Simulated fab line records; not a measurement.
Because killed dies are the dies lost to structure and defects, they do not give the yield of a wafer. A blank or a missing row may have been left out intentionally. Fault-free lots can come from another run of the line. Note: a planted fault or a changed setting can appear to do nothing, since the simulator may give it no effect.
fab line records	flow sky130
record lots=12	wafers=36	lastDay=50
route steps=708 shown GATE_OXIDE@188 VIA1@459
lots untouched by any fault: they come from a run of this same line in which no faults occurred
startH: start of the lot's first displayed wafer, in hours after the record's first day	waitH: hours from the lot's prior step to this one	" unchanged from the row above	L1.1+2: a row that stands for several wafers	- no value, or no start given	* or withheld: withheld	< > ~ a bound
route shown NAME@n: names a module that has steps shown in the file, with the first one's number in the route	usual: the fault-free wafers' mean and standard deviation	same: alike in all rows	chamber/n: place in a boat	sites: each site's reading	_std_site: their standard deviation	_edge_site: outer sites' mean less inner sites'	radiusMm: how far each site lies from the wafer's centre	mask NAME#n: copy n	behind: tool/chamber where the wafer was last shaped	hold: the reason the lot was held/the length of the hold in hours/how it ended	device: the n, p or np transistor that did not switch	end of line: the same wafers' tests at the end of the route	where a step has no rows: the recipe by itself	killed: the dies lost at the first sort to structure and to defects; this is not the yield of the wafer	map: a wafer's dies, marking killed ones x, the rest . and places with no die _
set.NAME: the setting that was run; set.NAME@STEP: the one run at that earlier step	model.NAME: the simulator's own value behind a step, which no gauge read
one table for each step of the route and one row for each wafer, over a sample of lots
services: the hour from which a tool's chamber was out of use, counted from the record's first day as startH (under 0 if before that day), plus the number of hours and why
## steps
# step SKY_GATE_OXIDE_OXIDATION_01
# recipe tempC=900	ambient=O2	stabiliseS=600	purgeS=300	targetThkA=102.68	oxTimeS=1473
# usual oxTimeS=1473/0	spikeTcUpperC=900.4/2	tube_center_temp_C_max=902.3/0.35
lot.wafer	tool	chamber	startH	waitH	oxTimeS	spikeTcUpperC	tube_center_temp_C_max
L881.2	furnace-01	0	277.26	1.0	1473	899.0	902.3
L881.5	"	0	"	"	1473	898.8	902.6
L881.6	"	0	"	"	1473	899.0	901.9
L884.1	furnace-02	0	296.63	0.4	1473	901.6	902.6
L884.3	"	0	"	"	1473	903.3	901.9
L884.4	"	0	"	"	1473	902.8	902.3
L885.1	furnace-02	0	304.36	0.4	1973.8	900.8	902.3
L885.2	"	0	"	"	1973.8	902.3	902.2
L885.5	"	0	"	"	1973.8	902.8	903.6
L886.1	furnace-02	0	314.19	0.0	1973.8	901.4	902.1
L886.2	"	0	"	"	1973.8	902.1	901.6
L886.3	"	0	"	"	1973.8	901.0	902.5
L893.2	furnace-02	0	383.27	0.5	1473	903.2	902.2
L893.3	"	0	"	"	1473	901.2	902.9
L893.6	"	0	"	"	1473	900.8	902.6
L894.3	furnace-02	0	388.70	2.9	1473	903.2	902.7
L894.4	"	0	"	"	1473	903.0	902.4
L894.6	"	0	"	"	1473	903.4	902.4
L895.2	furnace-01	0	393.41	2.6	1473	898.5	902.4
L895.3	"	0	"	"	1473	897.5	902.1
L895.6	"	0	"	"	1473	899.9	902.7
L898.1	furnace-02	0	418.83	1.8	1473	903.9	902.4
L898.2	"	0	"	"	1473	902.2	902.3
L898.5	"	0	"	"	1473	902.3	901.9
L900.1	furnace-01	0	439.63	0.0	1473	897.0	903.0
L900.3	"	0	"	"	1473	897.6	902.2
L900.4	"	0	"	"	1473	898.5	902.7
L901.3	furnace-02	0	440.80	0.9	1473	902.8	902.2
L901.4	"	0	"	"	1473	903.8	902.7
L901.6	"	0	"	"	1473	902.1	902.4
L902.2	furnace-02	0	448.55	0.0	1473	902.5	902.2
L902.4	"	0	"	"	1473	902.0	902.8
L902.5	"	0	"	"	1473	902.7	902.0
L904.2	furnace-01	0	472.98	3.7	1473	898.6	902.2
L904.3	"	0	"	"	1473	898.4	902.0
L904.6	"	0	"	"	1473	899.2	901.8
# step SKY_GATE_OXIDE_THK_MEAS_02
# recipe reads=SiO2_of_GATE_OXIDE_OXIDATION_01
# usual GATE_OXIDE_OXIDATION_00_THK=10.24/0.27
lot.wafer	tool	chamber	startH	waitH	GATE_OXIDE_OXIDATION_00_THK[nm]
L881.2	filmMetro-02	-	278.68	0.0	10.17
L881.5	"	-	"	"	10.10
L881.6	"	-	"	"	10.25
L884.1	filmMetro-01	-	298.04	0.0	10.65
L884.3	"	-	"	"	10.73
L884.4	"	-	"	"	10.78
L885.1	filmMetro-04	-	305.76	0.0	12.73
L885.2	"	-	"	"	12.90
L885.5	"	-	"	"	12.83
L886.1	filmMetro-04	-	315.60	0.0	12.89
L886.2	"	-	"	"	12.75
L886.3	"	-	"	"	12.81
L893.2	filmMetro-02	-	384.69	0.0	10.30
L893.3	"	-	"	"	10.33
L893.6	"	-	"	"	10.19
L894.3	filmMetro-02	-	390.13	0.0	10.11
L894.4	"	-	"	"	10.38
L894.6	"	-	"	"	10.33
L895.2	filmMetro-02	-	394.83	0.0	9.93
L895.3	"	-	"	"	9.75
L895.6	"	-	"	"	9.74
L898.1	filmMetro-01	-	420.24	0.0	10.48
L898.2	"	-	"	"	10.55
L898.5	"	-	"	"	10.54
L900.1	filmMetro-01	-	441.04	0.0	10.15
L900.3	"	-	"	"	10.11
L900.4	"	-	"	"	10.31
L901.3	filmMetro-01	-	442.23	0.0	10.34
L901.4	"	-	"	"	10.17
L901.6	"	-	"	"	10.08
L902.2	filmMetro-04	-	449.97	0.0	10.46
L902.4	"	-	"	"	10.43
L902.5	"	-	"	"	10.44
L904.2	filmMetro-01	-	474.40	0.0	10.30
L904.3	"	-	"	"	10.55
L904.6	"	-	"	"	10.31
# step SKY_VIA1_THK_MEAS_01
# recipe reads=SiO2_of_VIA1_HDPCVD_00
# usual VIA1_HDPCVD_THK=1028/11
lot.wafer	tool	chamber	startH	waitH	VIA1_HDPCVD_THK[nm]
L881.2	filmMetro-01	-	757.05	0.1	997
L881.5	"	-	"	"	1006
L881.6	"	-	"	"	1000
L884.1	filmMetro-01	-	780.77	0.1	1012
L884.3	"	-	"	"	1037
L884.4	"	-	"	"	1030
L885.1	filmMetro-03	-	791.71	0.1	1013
L885.2	"	-	"	"	1024
L885.5	"	-	"	"	1037
L886.1	filmMetro-01	-	798.70	0.1	1019
L886.2	"	-	"	"	1009
L886.3	"	-	"	"	1020
L893.2	filmMetro-02	-	865.85	0.1	1036
L893.3	"	-	"	"	1031
L893.6	"	-	"	"	1037
L894.3	filmMetro-01	-	867.13	0.1	1009
L894.4	"	-	"	"	1014
L894.6	"	-	"	"	1029
L895.2	filmMetro-02	-	871.86	0.1	1035
L895.3	"	-	"	"	1025
L895.6	"	-	"	"	1030
L898.1	filmMetro-01	-	891.37	0.1	1037
L898.2	"	-	"	"	1030
L898.5	"	-	"	"	1040
L900.1	filmMetro-02	-	911.54	0.1	1024
L900.3	"	-	"	"	1025
L900.4	"	-	"	"	1025
L901.3	filmMetro-03	-	911.77	0.1	1029
L901.4	"	-	"	"	1036
L901.6	"	-	"	"	1030
L902.2	filmMetro-03	-	920.04	0.1	1037
L902.4	"	-	"	"	1038
L902.5	"	-	"	"	1048
L904.2	filmMetro-03	-	936.84	0.1	1030
L904.3	"	-	"	"	1015
L904.6	"	-	"	"	1047
# step SKY_VIA1_ETCH_15
# recipe target=SiO2	chemistry=C4F8/O2/Ar	targetDepthNm=351	stopOn=TiN	maskMaterial=KrF-thick	sourceW=1500	biasW=1200	pressureMtorr=40	c4f8FlowSccm=withheld	O2_flow_sccm=6	Ar_flow_sccm=300	timeS=54
# usual oesProductAu=0.981/0.0061	rfFwdPowerW=1487/5.3
lot.wafer	tool	chamber	startH	waitH	oesProductAu	rfFwdPowerW	rfHoursCounterH
L881.2	rieDiel-02	0	785.16	0.0	0.989	1485	21
L881.5	"	1	"	"	0.976	1484	-
L881.6	"	0	"	"	0.979	1493	-
L884.1	rieDiel-03	1	808.60	0.0	0.974	1486	14
L884.3	"	2	"	"	0.981	1490	11
L884.4	"	0	"	"	0.977	1480	3
L885.1	rieDiel-02	1	819.26	0.0	0.975	1487	13
L885.2	"	2	"	"	0.982	1473	15
L885.5	"	2	"	"	0.975	1483	-
L886.1	rieDiel-04	2	825.46	0.0	0.982	1490	5
L886.2	"	0	"	"	0.984	1482	1
L886.3	"	1	"	"	0.985	1484	9
L893.2	rieDiel-02	3	892.16	0.0	0.987	1483	6
L893.3	"	2	"	"	0.982	1481	18
L893.6	"	3	"	"	0.980	1482	-
L894.3	rieDiel-04	0	893.16	0.0	0.977	1489	3
L894.4	"	1	"	"	0.982	1475	11
L894.6	"	2	"	"	0.987	1491	-
L895.2	rieDiel-04	2	897.11	0.0	0.990	1495	8
L895.3	"	1	"	"	0.983	1482	11
L895.6	"	0	"	"	0.975	1487	-
L898.1	rieDiel-02	2	916.31	0.0	0.973	1490	19
L898.2	"	3	"	"	0.986	1491	7
L898.5	"	1	"	"	0.967	1486	-
L900.1	rieDiel-02	3	936.21	0.0	0.991	1481	8
L900.3	"	1	"	"	0.981	1488	17
L900.4	"	0	"	"	0.981	1484	25
L901.3	rieDiel-02	0	936.86	0.0	0.969	1478	25
L901.4	"	1	"	"	0.984	1487	17
L901.6	"	3	"	"	0.978	1486	-
L902.2	rieDiel-02	3	944.85	0.0	0.985	1490	8
L902.4	"	0	"	"	0.979	1489	26
L902.5	"	2	"	"	0.978	1483	-
L904.2	rieDiel-04	1	961.52	0.0	0.986	1479	12
L904.3	"	0	"	"	0.977	1487	5
L904.6	"	0	"	"	0.987	1489	-
# step SKY_VIA1_STRIP_16
# recipe chemistry=O2/N2	powerW=1400	pressureMtorr=1500	platenTempC=withheld	o2FlowSccm=3000	n2FlowSccm=300	overashFraction=0.5
# usual drypumpMotorCurrentA=5.67/0.23	oesProductAu=0.416/0.0047	stripTimeToEndpointS=4.460/0.021
lot.wafer	tool	chamber	startH	waitH	drypumpMotorCurrentA	oesProductAu	rfHoursCounterH	stripTimeToEndpointS
L881.2	plasmaAsher-02	1	785.20	0.0	5.76	0.416	35	4.462
L881.5	"	0	"	"	5.44	0.418	-	4.460
L881.6	"	1	"	"	5.74	0.419	-	4.456
L884.1	plasmaAsher-02	1	808.65	0.0	5.72	0.420	38	4.506
L884.3	"	1	"	"	5.75	0.419	-	4.471
L884.4	"	0	"	"	5.45	0.413	-	4.487
L885.1	plasmaAsher-02	1	819.30	0.0	5.74	0.416	39	4.439
L885.2	"	0	"	"	5.46	0.415	39	4.485
L885.5	"	0	"	"	5.46	0.424	-	4.492
L886.1	plasmaAsher-01	1	825.51	0.0	6.01	0.422	8	4.468
L886.2	"	0	"	"	5.44	0.412	8	4.485
L886.3	"	1	"	"	6.02	0.421	-	4.473
L893.2	plasmaAsher-02	0	892.20	0.0	5.45	0.410	46	4.456
L893.3	"	0	"	"	5.45	0.420	-	4.495
L893.6	"	0	"	"	5.45	0.416	-	4.480
L894.3	plasmaAsher-01	0	893.24	0.1	5.44	0.417	-	4.475
L894.4	"	1	"	"	5.98	0.412	-	4.476
L894.6	"	0	"	"	5.43	0.423	-	4.478
L895.2	plasmaAsher-03	0	897.16	0.0	6.05	0.420	106	4.447
L895.3	"	1	"	"	5.52	0.416	-	4.439
L895.6	"	0	"	"	6.04	0.421	-	4.460
L898.1	plasmaAsher-02	1	916.35	0.0	5.73	0.411	49	4.482
L898.2	"	0	"	"	5.45	0.411	49	4.449
L898.5	"	0	"	"	5.46	0.407	-	4.440
L900.1	plasmaAsher-02	1	936.26	0.0	5.73	0.410	51	4.445
L900.3	"	1	"	"	5.71	0.407	-	4.438
L900.4	"	0	"	"	5.44	0.413	-	4.443
L901.3	plasmaAsher-02	1	936.94	0.1	5.73	0.422	-	4.504
L901.4	"	0	"	"	5.44	0.417	-	4.475
L901.6	"	0	"	"	5.45	0.417	-	4.469
L902.2	plasmaAsher-01	0	944.90	0.0	5.42	0.416	20	4.431
L902.4	"	0	"	"	5.44	0.408	-	4.439
L902.5	"	0	"	"	5.46	0.414	-	4.437
L904.2	plasmaAsher-01	1	961.57	0.0	6.00	0.417	21	4.470
L904.3	"	1	"	"	6.01	0.418	-	4.428
L904.6	"	0	"	"	5.45	0.422	-	4.462
## services
tool	chamber	startH	hours	kind
rieDiel-02	-	270.88	2.8	pm
rieDiel-02	0	274.09	10.8	repair
rieDiel-04	-	314.12	15.6	pm
rieDiel-02	1	321.74	3.2	repair
plasmaAsher-02	-	377.50	4.4	repair
rieDiel-02	-	416.76	1.4	repair
plasmaAsher-02	-	421.25	9.0	pm
rieDiel-02	3	442.73	7.6	repair
rieDiel-02	0	447.35	4.8	repair
plasmaAsher-02	-	450.72	2.8	pm
furnace-02	-	467.83	5.6	pm
rieDiel-02	1	470.20	5.2	repair
furnace-02	-	501.80	3.0	pm
rieDiel-02	-	545.48	0.4	repair
rieDiel-02	3	613.18	12.4	repair
rieDiel-02	2	663.51	6.9	repair
furnace-02	-	669.80	3.4	pm
rieDiel-02	-	714.33	1.3	repair
furnace-02	-	749.71	3.6	pm
rieDiel-02	3	824.09	6.3	repair
rieDiel-02	1	829.79	5.2	repair
furnace-02	-	837.80	2.9	pm
furnace-02	-	894.76	3.0	pm
rieDiel-02	0	916.38	5.2	repair
## key
firstSign step=SKY_GATE_OXIDE_OXIDATION_01	reading=oxTimeS	direction=up	sigmas=99+	usual=*	struck=*
effect step=SKY_GATE_OXIDE_THK_MEAS_02	reading=GATE_OXIDE_OXIDATION_00_THK	direction=up	sigmas=9.5	usual=10.24	struck=12.82
metAt SKY_GATE_OXIDE_OXIDATION_01
struckLots L885,L886
testerLeftOut L885,L886
notActingAt SKY_VIA1_THK_MEAS_01,SKY_VIA1_ETCH_15,SKY_VIA1_STRIP_16
onsetBetween 296.63 304.36
fault kind=processParameterDrift	tool=furnace-02	chamber=-	onsetH=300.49	steps=SKY_GATE_OXIDE_OXIDATION_01	channel=oxTimeS	offset=*	shape=step	endH=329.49	actsIn=*	stated=*
# testerLeftOut: of these lots the tester's yield and bins aren't shown, on N5 and GAA mostly nor the transistor test; their killed dies are dies lost to structure and defects alone, not to doping, threshold or leakage, so they don't give the yield
